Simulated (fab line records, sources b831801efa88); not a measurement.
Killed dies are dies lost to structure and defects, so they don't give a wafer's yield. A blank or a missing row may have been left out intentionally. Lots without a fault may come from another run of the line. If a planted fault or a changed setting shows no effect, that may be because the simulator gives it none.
fab line records -- flow gf180mcu
record lots=14, wafers=42, last-day=34
route steps=602 shown V1@352 M2@375
lots that met no fault: from a run of the same line without faults
start-h: start of the lot's first displayed wafer, in hours after the record's first day -- wait-h: hours elapsed since this lot's preceding step -- " identical to the entry in the row above -- L1.1+2: a single row standing in for several wafers -- - either no value or no given start -- * or withheld: withheld -- < > ~ a bound
route shown NAME@n: NAME is a module with steps in the file, n the number in the route of the first one -- usual: average and standard deviation across the fault-free wafers -- same: alike in all rows -- chamber/n: place in a boat -- sites: per-site readings -- _std_site: standard deviation across them -- _edge_site: outer sites' mean less inner sites' -- radius-mm: how far each site lies from the wafer's centre -- mask NAME#n: copy n -- behind: the tool/chamber that last shaped the wafer -- hold: cause of the lot's hold/its duration in hours/its outcome -- device: the transistor (n, p or np) that didn't switch -- end of line: the route-end tests of the same wafers -- a step without rows: its recipe alone -- killed: at the first sort, the dies lost to defects and structure; wafer yield is something else -- map: shows each die of a wafer: x if killed, . if not, _ if none is there
set.NAME: the setting the step ran with; set.NAME@STEP: the setting that earlier step ran with -- model.NAME: the simulator's own value behind a step, which no gauge read
a sample of lots followed through the steps of the route, with each step as a table and each wafer as a row
services: when a tool's chamber went out of use (start-h, in hours from the record's first day, below 0 if earlier), for how many hours, and the reason
## steps
# step GF_V1_ETCH_17
# recipe chemistry=C4F8/O2/Ar, mask-material=KrF, target=SiO2, stop-on=TiN, source-w=1500, bias-w=1200, pressure-mtorr=40, c4f8-flow-sccm=withheld, O2_flow_sccm=6, Ar_flow_sccm=300, time-s=withheld, target-depth-a=6300
# usual oes-product-au=0.856/0.0045
lot.wafer,tool,chamber,start-h,wait-h,oes-product-au
L523.2,rie-diel-01,1,-,-,0.858
L523.4,rie-diel-01,1,-,-,0.857
L523.6,rie-diel-01,0,-,-,0.855
L524.1,rie-diel-04,3,-,-,0.864
L524.3,rie-diel-04,0,-,-,0.856
L524.4,rie-diel-04,2,-,-,0.853
L526.3,rie-diel-02,0,-,-,0.850
L526.4,rie-diel-02,2,-,-,0.853
L526.6,rie-diel-02,0,-,-,0.857
L528.3,rie-diel-02,1,-,-,0.856
L528.5,rie-diel-02,2,-,-,0.855
L528.6,rie-diel-02,1,-,-,0.849
L527.1,rie-diel-04,0,-,-,0.864
L527.4,rie-diel-04,3,-,-,0.856
L527.6,rie-diel-04,0,-,-,0.858
L531.2,rie-diel-01,2,-,-,0.865
L531.4,rie-diel-01,3,-,-,0.861
L531.5,rie-diel-01,0,-,-,0.851
L533.4,rie-diel-01,3,-,-,0.855
L533.5,rie-diel-01,2,-,-,0.859
L533.6,rie-diel-01,1,-,-,0.862
L536.2,rie-diel-04,2,-,-,0.865
L536.5,rie-diel-04,0,-,-,0.849
L536.6,rie-diel-04,3,-,-,0.857
L540.1,rie-diel-02,3,-,-,0.854
L540.2,rie-diel-02,2,-,-,0.854
L540.6,rie-diel-02,3,-,-,0.858
L539.1,rie-diel-01,1,-,-,0.860
L539.2,rie-diel-01,0,-,-,0.865
L539.4,rie-diel-01,0,-,-,0.846
L541.4,rie-diel-04,0,-,-,0.853
L541.5,rie-diel-04,3,-,-,0.852
L541.6,rie-diel-04,0,-,-,0.856
L543.2,rie-diel-01,1,-,-,0.852
L543.4,rie-diel-01,0,-,-,0.856
L543.5,rie-diel-01,1,-,-,0.849
L544.2,rie-diel-02,0,-,-,0.858
L544.3,rie-diel-02,2,-,-,0.856
L544.5,rie-diel-02,0,-,-,0.859
L545.3,rie-diel-04,2,-,-,0.854
L545.4,rie-diel-04,1,-,-,0.850
L545.5,rie-diel-04,2,-,-,0.859
# step GF_V1_SPUTTER_21
# recipe material=Ti, target-thk-nm=15, chamber-pressure-pa=5, power-w=2500, substrate-temp-c=200, time-s=80.02
# usual chamber-pressure-pa=4.999/0.01, throttle-valve-pct=30.5/1.3
lot.wafer,tool,chamber,start-h,wait-h,chamber-pressure-pa,throttle-valve-pct
L523.2,pvd-sputter-01,-,408.22,0.0,5.007,29.7
L523.4,pvd-sputter-01,-,408.22,0.0,4.994,31.4
L523.6,pvd-sputter-01,-,408.22,0.0,4.988,30.9
L524.1,pvd-sputter-01,-,429.42,0.0,4.994,29.3
L524.3,pvd-sputter-01,-,429.42,0.0,4.990,31.4
L524.4,pvd-sputter-01,-,429.42,0.0,5.007,31.1
L526.3,pvd-sputter-04,-,448.76,0.0,5.021,30.3
L526.4,pvd-sputter-04,-,448.76,0.0,4.992,31.7
L526.6,pvd-sputter-04,-,448.76,0.0,4.998,30.6
L528.3,pvd-sputter-04,-,464.40,0.0,4.991,29.4
L528.5,pvd-sputter-04,-,464.40,0.0,4.991,31.0
L528.6,pvd-sputter-04,-,464.40,0.0,4.998,31.8
L527.1,pvd-sputter-02,-,464.51,0.0,4.990,31.7
L527.4,pvd-sputter-02,-,464.51,0.0,4.993,31.9
L527.6,pvd-sputter-02,-,464.51,0.0,5.004,27.2
L531.2,pvd-sputter-01,-,510.87,0.0,5.008,31.3
L531.4,pvd-sputter-01,-,510.87,0.0,5.000,31.7
L531.5,pvd-sputter-01,-,510.87,0.0,5.003,31.4
L533.4,pvd-sputter-01,-,513.45,0.0,5.012,31.3
L533.5,pvd-sputter-01,-,513.45,0.0,5.004,31.3
L533.6,pvd-sputter-01,-,513.45,0.0,4.993,29.6
L536.2,pvd-sputter-01,-,545.06,0.0,5.002,31.4
L536.5,pvd-sputter-01,-,545.06,0.0,4.999,31.3
L536.6,pvd-sputter-01,-,545.06,0.0,4.998,29.6
L540.1,pvd-sputter-04,-,564.19,0.0,5.004,31.3
L540.2,pvd-sputter-04,-,564.19,0.0,5.009,30.7
L540.6,pvd-sputter-04,-,564.19,0.0,5.016,30.2
L539.1,pvd-sputter-02,-,566.10,0.0,5.012,31.8
L539.2,pvd-sputter-02,-,566.10,0.0,4.994,27.3
L539.4,pvd-sputter-02,-,566.10,0.0,5.009,29.7
L541.4,pvd-sputter-02,-,576.74,0.0,5.005,30.0
L541.5,pvd-sputter-02,-,576.74,0.0,5.011,29.7
L541.6,pvd-sputter-02,-,576.74,0.0,4.991,27.3
L543.2,pvd-sputter-02,-,597.16,0.0,5.007,31.4
L543.4,pvd-sputter-02,-,597.16,0.0,5.016,27.3
L543.5,pvd-sputter-02,-,597.16,0.0,4.998,27.2
L544.2,pvd-sputter-01,-,600.47,0.0,4.992,29.6
L544.3,pvd-sputter-01,-,600.47,0.0,5.006,31.3
L544.5,pvd-sputter-01,-,600.47,0.0,4.997,31.3
L545.3,pvd-sputter-01,-,610.56,0.0,4.999,29.5
L545.4,pvd-sputter-01,-,610.56,0.0,5.013,31.3
L545.5,pvd-sputter-01,-,610.56,0.0,4.996,29.6
# step GF_M2_DEVELOP_13
# recipe develop-time-s=60, dev-temp-c=21
# usual chill-plate-temp-C=23.01/0.11, develop-time-s=60/0, resist-line-temp-C=22.99/0.11
lot.wafer,tool,chamber,start-h,wait-h,chill-plate-temp-C,develop-time-s,resist-line-temp-C
L523.2,litho-track-01,0,432.65,0.2,23.19,60,23.22
L523.4,litho-track-01,0,432.65,0.2,22.91,60,23.07
L523.6,litho-track-01,0,432.65,0.2,23.15,60,23.07
L524.1,litho-track-01,0,454.37,0.2,22.99,60,22.85
L524.3,litho-track-01,0,454.37,0.2,23.03,60,23.00
L524.4,litho-track-01,0,454.37,0.2,23.00,60,22.91
L526.3,litho-track-03,0,472.99,0.1,22.90,60,23.05
L526.4,litho-track-03,0,472.99,0.1,22.90,60,22.97
L526.6,litho-track-03,0,472.99,0.1,23.09,60,22.93
L528.3,litho-track-03,0,488.99,0.1,22.80,60,22.93
L528.5,litho-track-03,0,488.99,0.1,23.00,60,22.87
L528.6,litho-track-03,0,488.99,0.1,23.02,60,22.83
L527.1,litho-track-01,0,489.42,0.2,22.93,60,23.10
L527.4,litho-track-01,0,489.42,0.2,23.06,60,23.03
L527.6,litho-track-01,0,489.42,0.2,22.90,60,22.93
L531.2,litho-track-02,-,534.97,0.2,-,-,-
L531.4,litho-track-02,-,534.97,0.2,-,-,-
L531.5,litho-track-02,-,534.97,0.2,-,-,-
L533.4,litho-track-02,-,536.27,0.1,-,-,-
L533.5,litho-track-02,-,536.27,0.1,-,-,-
L533.6,litho-track-02,-,536.27,0.1,-,-,-
L536.2,litho-track-01,0,568.45,0.2,23.00,60,22.98
L536.5,litho-track-01,0,568.45,0.2,22.95,60,23.01
L536.6,litho-track-01,0,568.45,0.2,23.16,60,23.00
L540.1,litho-track-02,0,586.35,0.2,23.05,60,22.78
L540.2,litho-track-02,0,586.35,0.2,23.07,60,22.93
L540.6,litho-track-02,0,586.35,0.2,23.09,60,23.06
L539.1,litho-track-02,0,588.20,0.2,23.09,60,22.79
L539.2,litho-track-02,0,588.20,0.2,22.93,60,22.66
L539.4,litho-track-02,0,588.20,0.2,23.08,60,22.82
L541.4,litho-track-02,0,599.22,0.1,22.83,60,23.01
L541.5,litho-track-02,0,599.22,0.1,22.88,60,23.05
L541.6,litho-track-02,0,599.22,0.1,23.07,60,22.91
L543.2,litho-track-01,0,618.50,0.2,22.90,60,22.79
L543.4,litho-track-01,0,618.50,0.2,22.87,60,22.84
L543.5,litho-track-01,0,618.50,0.2,22.92,60,22.87
L544.2,litho-track-01,0,621.75,0.2,23.13,60,22.87
L544.3,litho-track-01,0,621.75,0.2,23.12,60,22.93
L544.5,litho-track-01,0,621.75,0.2,23.09,60,22.89
L545.3,litho-track-02,0,631.30,0.1,23.17,60,22.93
L545.4,litho-track-02,0,631.30,0.1,23.13,60,23.15
L545.5,litho-track-02,0,631.30,0.1,23.18,60,23.13
# step GF_M2_CD_MEAS_14
# recipe target-cd-nm=280
# usual cd-nm=279.8/1.3
lot.wafer,tool,chamber,start-h,wait-h,cd-nm
L523.2,cd-sem-02,-,432.80,0.1,279.0
L523.4,cd-sem-02,-,432.80,0.1,279.5
L523.6,cd-sem-02,-,432.80,0.1,277.7
L524.1,cd-sem-01,-,454.52,0.1,278.0
L524.3,cd-sem-01,-,454.52,0.1,278.7
L524.4,cd-sem-01,-,454.52,0.1,278.1
L526.3,cd-sem-02,-,473.13,0.1,280.8
L526.4,cd-sem-02,-,473.13,0.1,279.6
L526.6,cd-sem-02,-,473.13,0.1,279.7
L528.3,cd-sem-01,-,489.13,0.1,280.8
L528.5,cd-sem-01,-,489.13,0.1,280.9
L528.6,cd-sem-01,-,489.13,0.1,281.9
L527.1,cd-sem-02,-,489.57,0.1,279.2
L527.4,cd-sem-02,-,489.57,0.1,279.5
L527.6,cd-sem-02,-,489.57,0.1,279.5
L531.2,cd-sem-02,-,535.12,0.1,-
L531.4,cd-sem-02,-,535.12,0.1,-
L531.5,cd-sem-02,-,535.12,0.1,-
L533.4,cd-sem-02,-,536.41,0.1,-
L533.5,cd-sem-02,-,536.41,0.1,-
L533.6,cd-sem-02,-,536.41,0.1,-
L536.2,cd-sem-01,-,568.59,0.1,280.9
L536.5,cd-sem-01,-,568.59,0.1,281.7
L536.6,cd-sem-01,-,568.59,0.1,281.7
L540.1,cd-sem-02,-,586.50,0.1,277.7
L540.2,cd-sem-02,-,586.50,0.1,277.6
L540.6,cd-sem-02,-,586.50,0.1,277.3
L539.1,cd-sem-02,-,588.35,0.1,277.1
L539.2,cd-sem-02,-,588.35,0.1,278.8
L539.4,cd-sem-02,-,588.35,0.1,277.3
L541.4,cd-sem-02,-,599.36,0.1,280.9
L541.5,cd-sem-02,-,599.36,0.1,279.8
L541.6,cd-sem-02,-,599.36,0.1,280.9
L543.2,cd-sem-02,-,618.68,0.2,279.9
L543.4,cd-sem-02,-,618.68,0.2,281.4
L543.5,cd-sem-02,-,618.68,0.2,279.9
L544.2,cd-sem-02,-,621.89,0.1,280.7
L544.3,cd-sem-02,-,621.89,0.1,280.0
L544.5,cd-sem-02,-,621.89,0.1,280.0
L545.3,cd-sem-02,-,631.44,0.1,280.5
L545.4,cd-sem-02,-,631.44,0.1,280.4
L545.5,cd-sem-02,-,631.44,0.1,278.9
## services
tool,chamber,start-h,hours,kind
pvd-sputter-01,-,385.78,1.8,repair
rie-diel-01,-,387.41,1.0,repair
rie-diel-02,0,392.55,-,clean
rie-diel-01,3,396.42,-,clean
rie-diel-01,3,396.42,15.9,scheduled-down
rie-diel-01,3,396.42,15.9,vent-cycle
rie-diel-04,1,454.39,15.5,repair
rie-diel-04,1,488.06,6.9,repair
rie-diel-04,1,494.94,-,clean
rie-diel-04,1,494.94,25.3,scheduled-down
rie-diel-04,1,494.94,25.3,vent-cycle
pvd-sputter-04,-,515.84,4.2,repair
pvd-sputter-02,-,517.58,5.1,repair
rie-diel-01,-,522.29,2.8,pm
rie-diel-02,0,524.11,11.0,repair
rie-diel-02,1,533.63,6.9,repair
rie-diel-04,-,549.99,15.6,pm
rie-diel-01,2,562.99,4.7,repair
pvd-sputter-04,-,574.91,3.3,repair
pvd-sputter-01,-,584.11,3.1,repair
rie-diel-01,3,587.84,3.5,repair
rie-diel-02,1,594.37,2.4,repair
pvd-sputter-04,-,598.76,6.2,repair
pvd-sputter-02,-,600.47,3.8,repair
## key
first-sign step=GF_M2_DEVELOP_13, reading=tool-record, direction=missing
effect none on later readings
met-at GF_M2_DEVELOP_13
struck-lots L531,L533
later-rows-left-out L531.2,L531.4,L531.5,L533.4,L533.5,L533.6
sort-left-out L531.2,L531.4,L531.5,L533.4,L533.5,L533.6
tester-left-out L533
not-acting-at GF_V1_ETCH_17,GF_V1_SPUTTER_21,GF_M2_CD_MEAS_14
earlier-fault kind=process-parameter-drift, tool=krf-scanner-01, chamber=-, onset-h=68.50, steps=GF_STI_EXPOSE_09, channel=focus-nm, offset=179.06, spread-by-wafer=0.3, shape=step, end-h=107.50
fault kind=skipped-step-whole, tool=litho-track-02, chamber=-, onset-h=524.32, steps=GF_M2_DEVELOP_13, scope=struck-lots-only
# tester-left-out: of these lots the tester's yield and bins aren't shown, on N5 and GAA mostly nor the transistor test; their killed dies are dies lost to structure and defects alone, not to doping, threshold or leakage, so they don't give the yield
# sort-left-out: the simulated sort isn't trusted on such a fault, so these wafers' sort isn't shown, and their yield isn't known
# later-rows-left-out: the simulator's readings of these wafers behind a module that went badly wrong aren't trusted and aren't shown, but for the sort
